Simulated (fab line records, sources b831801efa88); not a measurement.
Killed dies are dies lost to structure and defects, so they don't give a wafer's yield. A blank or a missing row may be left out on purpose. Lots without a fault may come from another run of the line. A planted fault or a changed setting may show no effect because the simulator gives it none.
fab line records | flow gf180mcu
record lots=5 wafers=23
route steps=602 shown TOP_METAL@578
start_h: hours from the record's first day to the start of the lot's first wafer shown | wait_h: hours since the lot's step before | " the same as in the row above | L1.1+2: a row that stands for several wafers | - no value, or no start given | * or withheld: withheld | < > ~ a bound
route shown NAME@n: a module of which the file shows steps, and the number in the route of the first | usual: mean/standard deviation of fault-free wafers | same: alike in all rows | chamber/n: place in a boat | sites: the reading at each site | _std_site: their standard deviation | _edge_site: outer sites' mean less inner sites' | radius_mm: how far each site lies from the wafer's centre | mask NAME#n: copy n | behind: the tool/chamber that last shaped the wafer | hold: why the lot was held/for how many hours/how that ended | device: the transistor (n, p or np) that didn't switch | end of line: the same wafers' tests at the end of the route | a step without rows: its recipe alone | killed: dies lost to structure and defects at the first sort, not the wafer's yield | map: a wafer's dies, x killed, . not, _ none there
set.NAME: the setting as run; set.NAME@STEP: as run at that earlier step | model.NAME: the simulator's own value behind a step, which no gauge read
lots whose settings were changed on purpose; a table a step, a row a wafer
## steps
# step GF_TOP_METAL_EXPOSE_11
# recipe mask_id=MetalTop target_cd_nm=440 na=0.6 source_shape=conventional sigma_outer=0.6 dose_mj=170
# columns lot.wafer tool chamber start_h wait_h mask set.dose_mj
L076.1+2+5 iline_stepper-01 0 - - MetalTop#0 160.8
L076.3+6 " 0 " " MetalTop#0 170
L078.1+4 iline_stepper-02 0 - - MetalTop#0 163.3
L078.2+3+6 " 0 " " MetalTop#0 170
L080.1+3+5 iline_stepper-02 0 - - MetalTop#0 170
L081.1+3 iline_stepper-02 0 - - MetalTop#0 179
L081.2+4+6 " 0 " " MetalTop#0 170
L085.1+2+3+5+6 iline_stepper-02 0 - - MetalTop#0 170
# step GF_TOP_METAL_PEB_12
# recipe temp_c=withheld time_s=* resist=NOVOLAK
# step GF_TOP_METAL_DEVELOP_13
# recipe develop_time_s=60 dev_temp_c=23
# step GF_TOP_METAL_CD_MEAS_14
# recipe target_cd_nm=440
# usual cd_nm=440.2/2.2
# columns lot.wafer tool chamber start_h wait_h set.dose_mj@TOP_METAL_EXPOSE_11 cd_nm
L076.1 cd_sem-02 - 668.79 0.1 160.8 454.4
L076.2 " - " " 160.8 454.4
L076.3 " - " " 170 440.1
L076.5 " - " " 160.8 455.4
L076.6 " - " " 170 440.2
L078.1 cd_sem-01 - 683.79 0.1 163.3 456.8
L078.2 " - " " 170 445.3
L078.3 " - " " 170 443.9
L078.4 " - " " 163.3 455.3
L078.6 " - " " 170 445.7
L080.1 cd_sem-01 - 698.89 0.1 170 437.6
L080.3 " - " " 170 439.7
L080.5 " - " " 170 438.8
L081.1 cd_sem-02 - 699.84 0.1 179 425.6
L081.2 " - " " 170 441.5
L081.3 " - " " 179 426.1
L081.4 " - " " 170 440.2
L081.6 " - " " 170 440.0
L085.1 cd_sem-01 - 731.72 0.1 170 440.2
L085.2 " - " " 170 440.7
L085.3 " - " " 170 440.7
L085.5 " - " " 170 441.9
L085.6 " - " " 170 440.4
# step GF_TOP_METAL_METAL_ETCH_16
# recipe chemistry=Cl2/BCl3 mask_material=NOVOLAK target_depth_nm=1077.5 stop_on=SiO2 pressure_mtorr=8 icp_w=800 bias_w=140 Cl2_flow_sccm=80 bcl3_flow_sccm=40 time_s=179.6
# columns lot.wafer tool chamber start_h wait_h set.time_s model.TOP_METAL.feature_depth_nm model.NOVOLAK_of_TOP_METAL_COAT_09.thk_nm
L076.1 rie_metal-02 1 668.94 0.0 179.6 1045 1029
L076.2 " 0 " " 179.6 1035 1036
L076.3+5 " 1 " " 168.4 - -
L076.6 " 0 " " 168.4 1022 1066
L078.1 rie_metal-03 0 683.94 0.0 158.1 927.4 1106
L078.2 " 1 " " 158.1 953.2 1092
L078.3 " 1 " " 179.6 1020 1044
L078.4 " 0 " " 179.6 1029 1053
L078.6 " 1 " " 158.1 949.2 1097
L080.1 rie_metal-03 1 699.04 0.0 179.6 1010 1043
L080.3 " 1 " " 179.6 1011 1043
L080.5 " 1 " " 179.6 1013 1038
L081.1 rie_metal-02 0 699.99 0.0 179.6 - -
L081.2 " 1 " " 164.8 - -
L081.3 " 1 " " 179.6 1031 1034
L081.4 " 0 " " 164.8 995.3 1082
L081.6 " 0 " " 179.6 1045 1050
L085.1 rie_metal-03 0 731.87 0.0 160.9 968.8 1085
L085.2 " 1 " " 179.6 1044 1043
L085.3 " 1 " " 179.6 1016 1045
L085.5 " 1 " " 160.9 968.2 1088
L085.6 " 0 " " 160.9 954.9 1090
# step GF_TOP_METAL_STRIP_17
# recipe chemistry=O2/N2 power_w=1400 pressure_mtorr=1500 platen_temp_c=250 o2_flow_sccm=3000 n2_flow_sccm=300 overash_fraction=0.5
# usual strip_time_to_endpoint_s=13.17/0.081
# columns lot.wafer tool chamber start_h wait_h set.time_s@TOP_METAL_METAL_ETCH_16 strip_time_to_endpoint_s
L076.1 plasma_asher-03 1 669.12 0.1 179.6 13.00
L076.2 " 0 " " 179.6 13.10
L076.3 " 1 " " 168.4 13.30
L076.5 " 1 " " 168.4 13.38
L076.6 " 0 " " 168.4 13.40
L078.1 plasma_asher-02 0 684.12 0.1 158.1 13.88
L078.2 " 1 " " 158.1 13.71
L078.3 " 0 " " 179.6 13.17
L078.4 " 1 " " 179.6 13.24
L078.6 " 1 " " 158.1 13.77
L080.1 plasma_asher-04 1 699.39 0.3 179.6 13.15
L080.3 " 1 " " 179.6 13.15
L080.5 " 0 " " 179.6 13.13
L081.1 plasma_asher-04 0 700.17 0.1 179.6 13.19
L081.2 " 1 " " 164.8 13.54
L081.3 " 1 " " 179.6 13.06
L081.4 " 0 " " 164.8 13.60
L081.6 " 0 " " 179.6 13.21
L085.1 plasma_asher-04 0 732.05 0.1 160.9 13.62
L085.2 " 1 " " 179.6 13.16
L085.3 " 0 " " 179.6 13.20
L085.5 " 1 " " 160.9 13.67
L085.6 " 0 " " 160.9 13.71
## key
split step=GF_TOP_METAL_EXPOSE_11 setting=dose_mj stated=170 by=wafer
response step=GF_TOP_METAL_CD_MEAS_14 reading=cd_nm change=-2.75 per=1% r=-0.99
split step=GF_TOP_METAL_METAL_ETCH_16 setting=time_s stated=179.6 by=wafer
response step=GF_TOP_METAL_METAL_ETCH_16 reading=model.TOP_METAL.feature_depth_nm change=+6.17 per=1% r=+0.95
response step=GF_TOP_METAL_METAL_ETCH_16 reading=model.NOVOLAK_of_TOP_METAL_COAT_09.thk_nm change=-4.32 per=1% r=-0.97
response step=GF_TOP_METAL_STRIP_17 reading=strip_time_to_endpoint_s change=* per=1% r=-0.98
